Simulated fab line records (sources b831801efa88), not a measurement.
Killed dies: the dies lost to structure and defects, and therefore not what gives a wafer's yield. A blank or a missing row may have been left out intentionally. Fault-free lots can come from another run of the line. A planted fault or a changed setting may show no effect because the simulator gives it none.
Chamber matching | flow gf180mcu | 4 sister chambers for GF_V2_CMP_26 on cmp-02
The step polishes, stops on SiO2, t overpolish 15 s, target thk 0 nm. 20 wafers are shown with their chamber, then 10 later ones without.

== EACH WAFER AND ITS CHAMBER ==
wafer  | chamber | motorCurrentA (A) | timeToEndpointS (s) | edgeZonePressureFrac
L991.2 | 2       | 9.1               | 83                  | 1.001
L991.3 | 3       | 11.1              | 93                  | 0.997
L991.6 | 1       | 12.1              | 98                  | 0.998
L993.4 | 2       | 9.5               | 84                  | 1.013
L993.5 | 0       | 11.8              | 95                  | 0.992
L993.6 | 1       | 11.9              | 97                  | 1.002
L994.1 | 2       | 9.0               | 83                  | 1.008
L994.3 | 0       | 11.9              | 92                  | 0.994
L994.5 | 2       | 9.1               | 87                  | 1.008
L102.1 | 1       | 12.2              | 99                  | 1.005
L102.2 | 3       | 10.4              | 91                  | 1.012
L102.6 | 0       | 11.9              | 94                  | 1.004
L103.1 | 2       | 9.6               | 83                  | 1.002
L103.3 | 1       | 12.9              | 100                 | 1.004
L103.6 | 1       | 12.7              | 98                  | 1.000
L108.1 | 2       | 9.6               | 82                  | 0.999
L108.4 | 0       | 12.1              | 86                  | 1.003
L108.6 | 3       | 10.7              | 86                  | 1.003
L109.1 | 3       | 10.9              | 90                  | 0.997
L109.3 | 0       | 12.0              | 89                  | 0.998

SIGNATURES, as means of the wafers listed above
reading              | chamber 0 | chamber 1 | chamber 2 | chamber 3 | scatter within a chamber
motorCurrentA        | 11.940    | 12.360    | 9.317     | 10.775    | 0.298
timeToEndpointS      | 91.20     | 98.40     | 83.67     | 90.00     | 2.52
edgeZonePressureFrac | 0.99820   | 1.00180   | 1.00517   | 1.00225   | 0.00524
Rule: a wafer's distance from a chamber is the root of the sum, over the readings, of the square of ((its reading less the chamber's mean) divided by the reading's scatter). The wafer belongs to the nearest chamber; if the next one is less than 2 further off, it can't be placed. The scatter: the root of (the sum of the squares of (reading less its chamber's mean) over the shown wafers, divided by (wafers less chambers)).

== WAFERS WITHOUT THEIR CHAMBER ==
wafer  | motorCurrentA (A) | timeToEndpointS (s) | edgeZonePressureFrac
L109.6 | 12.4              | 91                  | 1.005
L111.2 | 11.2              | 90                  | 0.989
L111.3 | 9.4               | 80                  | 1.005
L111.6 | 10.8              | 91                  | 0.996
L112.2 | 12.2              | 95                  | 0.995
L112.3 | 11.1              | 91                  | 1.007
L112.4 | 12.1              | 91                  | 1.010
L114.1 | 12.2              | 93                  | 0.994
L114.3 | 9.2               | 83                  | 1.005
L114.4 | 10.4              | 90                  | 1.003

== THE CHAMBER EACH PASSED THROUGH ==
wafer  | from the rows above     | in truth
L109.6 | can't be placed: 0 or 1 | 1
L111.2 | can't be placed: 3 or 0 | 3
L111.3 | 2                       | 2
L111.6 | 3                       | 3
L112.2 | can't be placed: 0 or 1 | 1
L112.3 | can't be placed: 3 or 0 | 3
L112.4 | can't be placed: 0 or 1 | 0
L114.1 | can't be placed: 0 or 1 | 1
L114.3 | 2                       | 2
L114.4 | 3                       | 3
Correct placement for 4 of the 10. Cannot be placed on the basis of these rows: 6; the candidates contain the true chamber in 6. Placed wrongly: 0.
